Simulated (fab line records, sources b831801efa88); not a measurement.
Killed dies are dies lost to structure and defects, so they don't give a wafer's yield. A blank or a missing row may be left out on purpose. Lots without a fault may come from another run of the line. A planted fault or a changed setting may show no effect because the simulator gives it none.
One fault seen from 2 desks | flow gf180mcu | each desk has only its own numbers; what lay behind them comes last

THE TOOL OWNER'S DESK: litho_track-04
The tool's own readings at GF_M1_SOFTBAKE_10 (time 60 s): means of the sampled wafers that have a number, for each lot that ran on this tool. A lot is out of limits, marked OUT, if its mean lies more than 4 standard deviations from the usual mean; the brackets give that distance.
Columns: A = run_length_s at GF_M1_SOFTBAKE_10, usual 89.21 s
lot  | first seen here | A
L360 | day 18 06:59    | 89.16
L363 | day 19 23:40    | 89.22
L364 | day 20 00:13    | 89.40
L371 | day 22 18:40    | 92.35 (+18) OUT
L374 | day 23 11:40    | 92.38 (+19) OUT
This desk's finding: out of limits on L371, L374; first on L371, day 22 18:40 (run_length_s at GF_M1_SOFTBAKE_10). In limits: L360, L363, L364.

THE METROLOGY DESK
What the gauges read, lot by lot, whatever tool the lot ran on: means of the sampled wafers that have a number. A lot is out of limits, marked OUT, if its mean lies more than 4 standard deviations from the usual mean; the brackets give that distance.
Columns: A = cd_nm at GF_SAB_CD_MEAS_09, usual 419.5 nm; B = CONTACT_W_RS at GF_CONTACT_RS_MEAS_25, usual 0.381 ohm/sq; C = cd_nm at GF_M1_CD_MEAS_14, usual 229.8 nm
lot  | first seen here | A     | B     | C
L354 | day 14 20:13    | 419.5 | 0.387 | 228.6
L355 | day 15 09:53    | 421.3 | 0.384 | 230.0
L356 | day 15 11:22    | 417.1 | 0.378 | 231.7
L358 | day 16 04:26    | 417.2 | 0.381 | 230.1
L360 | day 16 17:01    | 420.2 | 0.382 | 229.4
L361 | day 17 07:19    | 418.9 | 0.387 | 230.0
L362 | day 17 17:23    | 417.2 | 0.381 | 230.2
L363 | day 18 07:43    | 419.1 | 0.381 | 230.4
L364 | day 18 07:57    | 420.9 | 0.387 | 229.5
L371 | day 21 03:28    | 418.8 | 0.375 | 229.5
L372 | day 21 15:51    | 419.6 | 0.383 | 230.0
L374 | day 21 22:02    | 420.6 | 0.380 | 228.7
L375 | day 22 10:25    | 419.6 | 0.378 | 230.1
L376 | day 22 11:28    | 417.5 | 0.379 | 231.2
This desk's finding: nothing out of limits on any of the 14 lots.

PUT TOGETHER
The tool owner's desk could have raised an alarm at day 22 18:40, on L371, L374.
The metrology desk saw nothing out of limits.
The metrology desk has L371, L374 on record, within its limits.
Of the lots named, all ran GF_M1_SOFTBAKE_10 on litho_track-04.

WHAT THE SIMULATOR HAD PUT IN
Process parameter drift: litho_track-04, from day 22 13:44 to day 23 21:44, at GF_M1_SOFTBAKE_10. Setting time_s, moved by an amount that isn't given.
Lots struck among those shown: L371, L374.
Hours from the fault's start to each desk's first reading out of limits: the tool owner's desk, 5.
